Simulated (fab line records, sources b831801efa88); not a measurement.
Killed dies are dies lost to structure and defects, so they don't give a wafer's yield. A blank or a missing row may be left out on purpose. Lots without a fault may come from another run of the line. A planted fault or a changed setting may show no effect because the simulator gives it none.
fab line records | flow gf180mcu
record lots=24 wafers=72 last_day=34
route steps=602 shown HV_LDD@196 NSD@247 SALICIDE@280 V3@452 TOP_METAL@581
lots that met no fault: from a run of the same line without faults
start_h: hours from the record's first day to the start of the lot's first wafer shown | wait_h: hours since the lot's step before | " the same as in the row above | L1.1+2: a row that stands for several wafers | - no value, or no start given | * or withheld: withheld | < > ~ a bound
route shown NAME@n: a module of which the file shows steps, and the number in the route of the first | usual: mean/standard deviation of fault-free wafers | same: alike in all rows | chamber/n: place in a boat | sites: the reading at each site | _std_site: their standard deviation | _edge_site: outer sites' mean less inner sites' | radius_mm: how far each site lies from the wafer's centre | mask NAME#n: copy n | behind: the tool/chamber that last shaped the wafer | hold: why the lot was held/for how many hours/how that ended | device: the transistor (n, p or np) that didn't switch | end of line: the same wafers' tests at the end of the route | a step without rows: its recipe alone | killed: dies lost to structure and defects at the first sort, not the wafer's yield | map: a wafer's dies, x killed, . not, _ none there
set.NAME: the setting as run; set.NAME@STEP: as run at that earlier step | model.NAME: the simulator's own value behind a step, which no gauge read
steps of the route over a sample of lots; a table a step, a row a wafer
services: from which hour (start_h, from the record's first day; less than 0 if before it) a tool's chamber was out of use, for how many hours, and why
## steps
# step GF_HV_LDD_OVL_MEAS_20
# usual HV_LDD_01_OVL=0.0/1.2
# columns lot.wafer tool chamber start_h wait_h HV_LDD_01_OVL[nm]
L074.1 overlay-01 - 227.21 0.1 0.4
L074.2 " - " " -0.9
L074.4 " - " " -0.1
L075.2 overlay-02 - 235.51 0.1 0.9
L075.5 " - " " 0.5
L075.6 " - " " -1.8
L076.1 overlay-01 - 246.49 0.1 -1.5
L076.3 " - " " 0.9
L076.4 " - " " 0.5
L077.2 overlay-01 - 251.25 0.1 -0.2
L077.5 " - " " -1.6
L077.6 " - " " -1.6
L078.1 overlay-01 - 261.01 0.1 0.5
L078.3 " - " " 0.6
L078.6 " - " " -0.4
L079.1 overlay-01 - 273.86 0.1 0.1
L079.2 " - " " 1.0
L079.5 " - " " 0.5
L080.2 overlay-01 - 282.25 0.1 0.6
L080.4 " - " " 0.0
L080.6 " - " " -0.5
L081.2 overlay-02 - 290.64 0.1 0.2
L081.4 " - " " 0.6
L081.6 " - " " 2.0
L082.2 overlay-02 - 295.65 0.1 -2.2
L082.5 " - " " 0.1
L082.6 " - " " -2.4
L083.3 overlay-01 - 302.05 0.1 0.7
L083.4 " - " " 0.8
L083.6 " - " " -1.5
L084.1 overlay-02 - 307.04 0.1 1.1
L084.5 " - " " 0.5
L084.6 " - " " 2.0
L085.2 overlay-02 - 319.84 0.1 -2.4
L085.3 " - " " 0.3
L085.5 " - " " 0.3
L086.3 overlay-02 - 324.70 0.1 1.5
L086.4 " - " " -0.7
L086.5 " - " " -0.7
L087.1 overlay-01 - 334.99 0.1 -0.9
L087.3 " - " " -2.1
L087.5 " - " " -1.9
L088.1 overlay-01 - 340.23 0.1 3.2
L088.2 " - " " 0.2
L088.6 " - " " 2.2
L089.2 overlay-01 - 349.12 0.1 0.0
L089.4 " - " " -0.6
L089.6 " - " " 0.0
L090.2 overlay-02 - 352.22 0.1 0.8
L090.5 " - " " 0.3
L090.6 " - " " 0.4
L091.3 overlay-01 - 363.50 0.1 -0.6
L091.4 " - " " 1.8
L091.6 " - " " 0.0
L092.2 overlay-02 - 376.54 0.1 -0.4
L092.3 " - " " 0.9
L092.5 " - " " -2.7
L093.1 overlay-01 - 382.31 0.1 1.1
L093.3 " - " " -1.6
L093.4 " - " " -0.7
L094.2 overlay-01 - 384.25 0.1 1.2
L094.3 " - " " -0.6
L094.4 " - " " -0.4
L095.2 overlay-02 - 395.00 0.1 0.2
L095.3 " - " " 0.5
L095.5 " - " " 0.6
L096.2 overlay-01 - 403.57 0.1 0.2
L096.5 " - " " 0.2
L096.6 " - " " -0.7
L097.1 overlay-02 - 412.74 0.1 1.6
L097.2 " - " " -0.4
L097.6 " - " " -0.5
# step GF_NSD_TW_MEAS_12
# usual NSD_TW=4234/51
# columns lot.wafer tool chamber start_h wait_h NSD_TW
L074.1 film_metro-04 - 289.72 0.1 4236
L074.2 " - " " 4232
L074.4 " - " " 4218
L075.2 film_metro-01 - 299.81 0.1 4160
L075.5 " - " " 4190
L075.6 " - " " 4171
L076.1 film_metro-04 - 311.37 0.1 4222
L076.3 " - " " 4224
L076.4 " - " " 4233
L077.2 film_metro-02 - 317.66 0.1 4233
L077.5 " - " " 4283
L077.6 " - " " 4258
L078.1 film_metro-01 - 325.85 0.1 4207
L078.3 " - " " 4200
L078.6 " - " " 4198
L079.1 film_metro-04 - 340.95 0.1 4210
L079.2 " - " " 4193
L079.5 " - " " 4201
L080.2 film_metro-01 - 349.93 0.1 4207
L080.4 " - " " 4185
L080.6 " - " " 4176
L081.2 film_metro-01 - 358.68 0.1 4174
L081.4 " - " " 4176
L081.6 " - " " 4174
L082.2 film_metro-04 - 364.23 0.1 4199
L082.5 " - " " 4234
L082.6 " - " " 4203
L083.3 film_metro-01 - 370.97 0.2 4179
L083.4 " - " " 4211
L083.6 " - " " 4191
L084.1 film_metro-04 - 375.83 0.1 4219
L084.5 " - " " 4220
L084.6 " - " " 4223
L085.2 film_metro-01 - 390.76 0.1 4177
L085.3 " - " " 4185
L085.5 " - " " 4165
L086.3 film_metro-04 - 394.99 0.1 4214
L086.4 " - " " 4223
L086.5 " - " " 4212
L087.1 film_metro-02 - 404.87 0.1 4304
L087.3 " - " " 4311
L087.5 " - " " 4314
L088.1 film_metro-02 - 411.66 0.1 4339
L088.2 " - " " 4339
L088.6 " - " " 4327
L089.2 film_metro-02 - 421.73 0.1 4298
L089.4 " - " " 4323
L089.6 " - " " 4312
L090.2 film_metro-04 - 425.46 0.1 4202
L090.5 " - " " 4234
L090.6 " - " " 4240
L091.3 film_metro-02 - 436.54 0.1 4274
L091.4 " - " " 4295
L091.6 " - " " 4319
L092.2 film_metro-01 - 451.76 0.1 4224
L092.3 " - " " 4218
L092.5 " - " " 4213
L093.1 film_metro-02 - 457.16 0.1 4285
L093.3 " - " " 4328
L093.4 " - " " 4323
L094.2 film_metro-01 - 458.63 0.1 4191
L094.3 " - " " 4178
L094.4 " - " " 4201
L095.2 film_metro-02 - 471.60 0.1 4319
L095.3 " - " " 4322
L095.5 " - " " 4289
L096.2 film_metro-02 - 478.77 0.1 4303
L096.5 " - " " 4280
L096.6 " - " " 4286
L097.1 film_metro-04 - 488.52 0.1 4220
L097.2 " - " " 4212
L097.6 " - " " 4194
# step GF_SALICIDE_SPUTTER_02
# recipe material=Co target_thk_nm=10 power_w=1000 time_s=20 chamber_pressure_pa=0.4
# usual throttle_valve_pct=29.9/0.9
# columns lot.wafer tool chamber start_h wait_h throttle_valve_pct
L074.1 pvd_sputter-01 - 332.69 0.0 29.8
L074.2 " - " " 29.3
L074.4 " - " " 30.2
L075.2 pvd_sputter-01 - 343.17 0.0 30.4
L075.5 " - " " 30.0
L075.6 " - " " 30.2
L076.1 pvd_sputter-03 - 354.60 0.0 28.4
L076.3 " - " " 30.7
L076.4 " - " " 29.6
L077.2 pvd_sputter-03 - 360.91 0.0 29.4
L077.5 " - " " 29.3
L077.6 " - " " 28.2
L078.1 pvd_sputter-03 - 370.86 0.0 28.4
L078.3 " - " " 29.3
L078.6 " - " " 29.5
L079.1 pvd_sputter-04 - 385.93 0.0 31.3
L079.2 " - " " 30.1
L079.5 " - " " 30.3
L080.2 pvd_sputter-03 - 396.40 0.0 28.1
L080.4 " - " " 29.1
L080.6 " - " " 28.3
L081.2 pvd_sputter-04 - 403.65 0.0 31.9
L081.4 " - " " 30.0
L081.6 " - " " 31.1
L082.2 pvd_sputter-03 - 409.77 0.0 29.5
L082.5 " - " " 29.6
L082.6 " - " " 30.4
L083.3 pvd_sputter-01 - 416.69 0.0 29.7
L083.4 " - " " 30.5
L083.6 " - " " 29.9
L084.1 pvd_sputter-01 - 422.04 0.0 29.9
L084.5 " - " " 30.0
L084.6 " - " " 29.3
L085.2 pvd_sputter-01 - 438.20 0.0 30.2
L085.3 " - " " 29.6
L085.5 " - " " 29.9
L086.3 pvd_sputter-03 - 442.30 0.0 29.6
L086.4 " - " " 28.1
L086.5 " - " " 28.3
L087.1 pvd_sputter-03 - 453.18 0.0 29.6
L087.3 " - " " 30.8
L087.5 " - " " 29.2
L088.1 pvd_sputter-01 - 460.46 0.0 29.5
L088.2 " - " " 29.9
L088.6 " - " " 30.1
L089.2 pvd_sputter-01 - 470.50 0.0 29.4
L089.4 " - " " 30.1
L089.6 " - " " 29.8
L090.2 pvd_sputter-03 - 474.50 0.0 29.3
L090.5 " - " " 29.4
L090.6 " - " " 28.2
L091.3 pvd_sputter-04 - 485.75 0.0 32.0
L091.4 " - " " 30.3
L091.6 " - " " 32.1
L092.2 pvd_sputter-01 - 501.15 0.0 29.8
L092.3 " - " " 29.2
L092.5 " - " " 29.9
L093.1 pvd_sputter-01 - 506.16 0.0 29.7
L093.3 " - " " 29.5
L093.4 " - " " 30.3
L094.2 pvd_sputter-03 - 507.25 0.0 28.4
L094.3 " - " " 29.7
L094.4 " - " " 30.5
L095.2 pvd_sputter-04 - 520.30 0.0 31.8
L095.3 " - " " 31.4
L095.5 " - " " 31.2
L096.2 pvd_sputter-04 - 528.35 0.0 31.2
L096.5 " - " " 29.5
L096.6 " - " " 31.5
L097.1 pvd_sputter-03 - 537.61 0.0 30.6
L097.2 " - " " 28.5
L097.6 " - " " 30.0
# step GF_SALICIDE_RS_MEAS_04
# recipe thk_meas_gauge=four-point-probe reads=TiN_of_SALICIDE_SPUTTER_03+Co_of_SALICIDE_SPUTTER_02
# usual SALICIDE_TIN_RS=16.11/0.26
# columns lot.wafer tool chamber start_h wait_h SALICIDE_TIN_RS[ohm/sq]
L074.1 film_metro-02 - 332.75 0.0 15.92
L074.2 " - " " 15.99
L074.4 " - " " 16.16
L075.2 film_metro-04 - 343.24 0.0 16.25
L075.5 " - " " 15.79
L075.6 " - " " 16.43
L076.1 film_metro-02 - 354.66 0.0 16.01
L076.3 " - " " 15.88
L076.4 " - " " 16.07
L077.2 film_metro-04 - 360.99 0.0 16.53
L077.5 " - " " 16.21
L077.6 " - " " 16.12
L078.1 film_metro-03 - 370.92 0.0 16.14
L078.3 " - " " 16.51
L078.6 " - " " 16.20
L079.1 film_metro-04 - 385.98 0.0 15.99
L079.2 " - " " 15.91
L079.5 " - " " 16.00
L080.2 film_metro-02 - 396.47 0.0 16.33
L080.4 " - " " 16.35
L080.6 " - " " 16.29
L081.2 film_metro-03 - 403.73 0.0 15.91
L081.4 " - " " 15.94
L081.6 " - " " 16.07
L082.2 film_metro-02 - 409.84 0.0 16.14
L082.5 " - " " 16.46
L082.6 " - " " 16.15
L083.3 film_metro-04 - 416.78 0.1 15.99
L083.4 " - " " 16.51
L083.6 " - " " 16.61
L084.1 film_metro-04 - 422.09 0.0 16.42
L084.5 " - " " 16.25
L084.6 " - " " 16.11
L085.2 film_metro-02 - 438.28 0.0 15.98
L085.3 " - " " 15.83
L085.5 " - " " 15.98
L086.3 film_metro-03 - 442.40 0.1 16.46
L086.4 " - " " 16.19
L086.5 " - " " 16.22
L087.1 film_metro-02 - 453.23 0.0 16.14
L087.3 " - " " 15.89
L087.5 " - " " 15.97
L088.1 film_metro-04 - 460.52 0.0 15.92
L088.2 " - " " 16.02
L088.6 " - " " 15.83
L089.2 film_metro-02 - 470.57 0.0 15.94
L089.4 " - " " 15.99
L089.6 " - " " 15.81
L090.2 film_metro-03 - 474.57 0.0 16.17
L090.5 " - " " 16.01
L090.6 " - " " 16.21
L091.3 film_metro-02 - 485.84 0.1 15.94
L091.4 " - " " 16.23
L091.6 " - " " 16.01
L092.2 film_metro-04 - 501.22 0.0 15.69
L092.3 " - " " 15.66
L092.5 " - " " 15.55
L093.1 film_metro-03 - 506.21 0.0 15.95
L093.3 " - " " 15.87
L093.4 " - " " 16.21
L094.2 film_metro-03 - 507.32 0.0 16.15
L094.3 " - " " 16.71
L094.4 " - " " 15.83
L095.2 film_metro-04 - 520.37 0.0 16.14
L095.3 " - " " 16.26
L095.5 " - " " 16.33
L096.2 film_metro-04 - 528.42 0.0 15.91
L096.5 " - " " 15.93
L096.6 " - " " 15.98
L097.1 film_metro-04 - 537.66 0.0 15.90
L097.2 " - " " 16.19
L097.6 " - " " 16.51
# step GF_V3_CVD_23
# recipe material=W target_thk_nm=350 time_s=104.9 temp_c=400 pressure_torr=40
# usual heater_power_outer_w=562/33 heater_power_w=928/56 susceptor_temp_C=399.98/0.22
# columns lot.wafer tool chamber start_h wait_h heater_power_outer_w heater_power_w susceptor_temp_C
L074.1 cvd_w-02 0 505.19 0.0 590 1008 399.60
L074.2 " 1 " " 542 889 400.35
L074.4 " 0 " " 611 998 399.81
L075.2 cvd_w-02 0 517.42 0.0 600 1015 400.75
L075.5 " 1 " " 534 883 399.91
L075.6 " 0 " " 608 990 400.29
L076.1 cvd_w-02 0 529.12 0.0 601 970 399.67
L076.3 " 1 " " 554 859 399.71
L076.4 " 0 " " 584 992 399.67
L077.2 cvd_w-02 0 536.27 0.0 591 1012 399.67
L077.5 " 1 " " 533 901 400.05
L077.6 " 0 " " 595 983 399.83
L078.1 cvd_w-02 0 544.78 0.0 612 1004 399.93
L078.3 " 1 " " 534 881 399.50
L078.6 " 1 " " 541 871 399.83
L079.1 cvd_w-01 1 563.78 0.0 557 939 399.65
L079.2 " 0 " " 519 876 400.25
L079.5 " 1 " " 557 934 399.87
L080.2 cvd_w-02 0 572.59 0.0 606 1002 399.94
L080.4 " 1 " " 543 846 399.81
L080.6 " 1 " " 539 883 400.29
L081.2 cvd_w-02 0 579.00 0.0 599 1018 399.81
L081.4 " 0 " " 609 981 400.03
L081.6 " 0 " " 598 1007 399.74
L082.2 cvd_w-01 1 584.70 0.0 570 929 399.93
L082.5 " 1 " " 570 962 399.96
L082.6 " 0 " " 518 861 400.06
L083.3 cvd_w-01 1 589.07 0.1 576 947 399.69
L083.4 " 0 " " 530 865 400.00
L083.6 " 0 " " 523 861 400.18
L084.1 cvd_w-02 1 600.78 0.0 525 882 399.81
L084.5 " 1 " " 532 881 399.70
L084.6 " 0 " " 608 1001 400.08
L085.2 cvd_w-01 1 610.13 0.0 568 954 399.52
L085.3 " 1 " " 563 944 399.72
L085.5 " 1 " " 558 930 399.70
L086.3 cvd_w-02 1 613.02 0.1 530 887 399.85
L086.4 " 0 " " 627 1006 399.73
L086.5 " 1 " " 537 884 400.27
L087.1 cvd_w-02 1 625.89 0.0 538 914 399.79
L087.3 " 1 " " 545 859 400.38
L087.5 " 0 " " 598 966 399.96
L088.1 cvd_w-01 0 629.74 0.0 522 865 399.90
L088.2 " 1 " " 585 949 399.98
L088.6 " 1 " " 569 961 400.01
L089.2 cvd_w-02 0 638.20 0.0 598 996 400.10
L089.4 " 1 " " 540 868 400.04
L089.6 " 0 " " 601 973 400.40
L090.2 cvd_w-02 0 644.27 0.0 596 989 399.95
L090.5 " 1 " " 538 888 399.98
L090.6 " 0 " " 603 1006 399.76
L091.3 cvd_w-01 1 651.41 0.1 578 934 400.06
L091.4 " 0 " " 529 872 400.01
L091.6 " 1 " " 563 944 400.10
L092.2 cvd_w-01 0 667.09 0.0 526 889 399.68
L092.3 " 1 " " 575 966 399.99
L092.5 " 1 " " 564 951 400.23
L093.1 cvd_w-02 1 668.26 0.0 542 855 400.21
L093.3 " 1 " " 547 895 400.16
L093.4 " 0 " " 588 991 400.21
L094.2 cvd_w-02 1 670.76 0.0 543 885 400.15
L094.3 " 0 " " 614 1006 400.00
L094.4 " 1 " " 534 882 400.29
L095.2 cvd_w-01 1 678.25 0.0 569 944 400.07
L095.3 " 0 " " 530 879 399.82
L095.5 " 1 " " 563 960 399.95
L096.2 cvd_w-02 1 686.73 0.0 535 873 399.95
L096.5 " 0 " " 606 985 400.11
L096.6 " 1 " " 527 905 400.19
L097.1 cvd_w-02 1 693.10 0.0 526 893 399.81
L097.2 " 0 " " 605 1011 399.65
L097.6 " 0 " " 617 986 399.65
# step GF_TOP_METAL_CD_MEAS_14
# recipe target_cd_nm=440
# usual cd_nm=439.9/2
# columns lot.wafer tool chamber start_h wait_h cd_nm
L074.1 cd_sem-01 - 641.82 0.1 439.5
L074.2 " - " " 438.7
L074.4 " - " " 437.9
L075.2 cd_sem-01 - 653.01 0.1 439.8
L075.5 " - " " 439.9
L075.6 " - " " 438.3
L076.1 cd_sem-02 - 665.34 0.1 441.5
L076.3 " - " " 443.5
L076.4 " - " " 442.0
L077.2 cd_sem-01 - 668.21 0.1 439.3
L077.5 " - " " 441.4
L077.6 " - " " 442.1
L078.1 cd_sem-02 - 677.21 0.1 439.5
L078.3 " - " " 439.7
L078.6 " - " " 439.1
L079.1 cd_sem-02 - 692.81 0.2 441.1
L079.2 " - " " 439.5
L079.5 " - " " 441.7
L080.2 cd_sem-01 - 701.74 0.1 440.0
L080.4 " - " " 442.0
L080.6 " - " " 441.9
L081.2 cd_sem-02 - 706.96 0.1 439.6
L081.4 " - " " 439.6
L081.6 " - " " 440.1
L082.2 cd_sem-01 - 710.04 0.1 439.0
L082.5 " - " " 438.0
L082.6 " - " " 437.6
L083.3 cd_sem-01 - 713.55 0.1 443.6
L083.4 " - " " 442.9
L083.6 " - " " 442.2
L084.1 cd_sem-01 - 724.01 0.1 439.1
L084.5 " - " " 440.9
L084.6 " - " " 439.6
L085.2 cd_sem-01 - 731.61 0.1 439.7
L085.3 " - " " 438.8
L085.5 " - " " 439.2
L086.3 cd_sem-02 - 733.95 0.1 440.0
L086.4 " - " " 439.8
L086.5 " - " " 439.9
L087.1 cd_sem-02 - 745.56 0.1 439.4
L087.3 " - " " 436.1
L087.5 " - " " 438.9
L088.1 cd_sem-02 - 749.11 0.1 438.7
L088.2 " - " " 438.7
L088.6 " - " " 438.6
L089.2 cd_sem-01 - 754.18 0.1 439.9
L089.4 " - " " 441.2
L089.6 " - " " 438.7
L090.2 cd_sem-02 - 760.18 0.1 440.9
L090.5 " - " " 440.5
L090.6 " - " " 439.9
L091.3 cd_sem-02 - 766.40 0.1 445.3
L091.4 " - " " 444.1
L091.6 " - " " 444.7
L092.2 cd_sem-02 - 779.73 0.1 441.3
L092.3 " - " " 439.7
L092.5 " - " " 442.3
L093.1 cd_sem-01 - 780.36 0.1 440.6
L093.3 " - " " 437.4
L093.4 " - " " 437.5
L094.2 cd_sem-01 - 783.43 0.1 437.8
L094.3 " - " " 436.7
L094.4 " - " " 440.1
L095.2 cd_sem-02 - 788.38 0.1 442.2
L095.3 " - " " 441.0
L095.5 " - " " 440.6
L096.2 cd_sem-01 - 796.18 0.1 439.1
L096.5 " - " " 441.6
L096.6 " - " " 437.8
L097.1 cd_sem-01 - 799.66 0.1 438.3
L097.2 " - " " 438.2
L097.6 " - " " 436.4
## services
# columns tool chamber start_h hours kind
cvd_w-02 - 310.27 14.3 repair
pvd_sputter-04 - 327.51 10.4 repair
cvd_w-02 - 390.00 14.0 pm
cvd_w-02 0 390.00 14.0 vent_cycle
cvd_w-02 1 390.00 14.0 vent_cycle
cvd_w-02 0 404.00 - clean
cvd_w-02 1 404.00 - clean
cvd_w-01 - 408.36 2.1 repair
cvd_w-02 1 410.00 2.8 repair
cvd_w-02 1 444.35 3.7 repair
cvd_w-02 - 448.32 0.8 repair
cvd_w-02 1 450.26 4.4 repair
pvd_sputter-04 - 469.08 10.9 repair
pvd_sputter-04 - 485.98 2.2 repair
pvd_sputter-03 2 486.98 - consumable_replace:kit
pvd_sputter-03 2 486.98 18.0 scheduled_down
pvd_sputter-03 - 490.86 3.0 repair
pvd_sputter-03 - 499.08 2.6 repair
cvd_w-01 0 502.74 6.7 repair
pvd_sputter-01 - 506.24 3.5 repair
pvd_sputter-01 - 540.95 2.3 repair
pvd_sputter-03 - 545.72 1.7 repair
cvd_w-01 - 604.48 1.2 repair
pvd_sputter-03 - 679.61 1.7 repair
## key
fault none
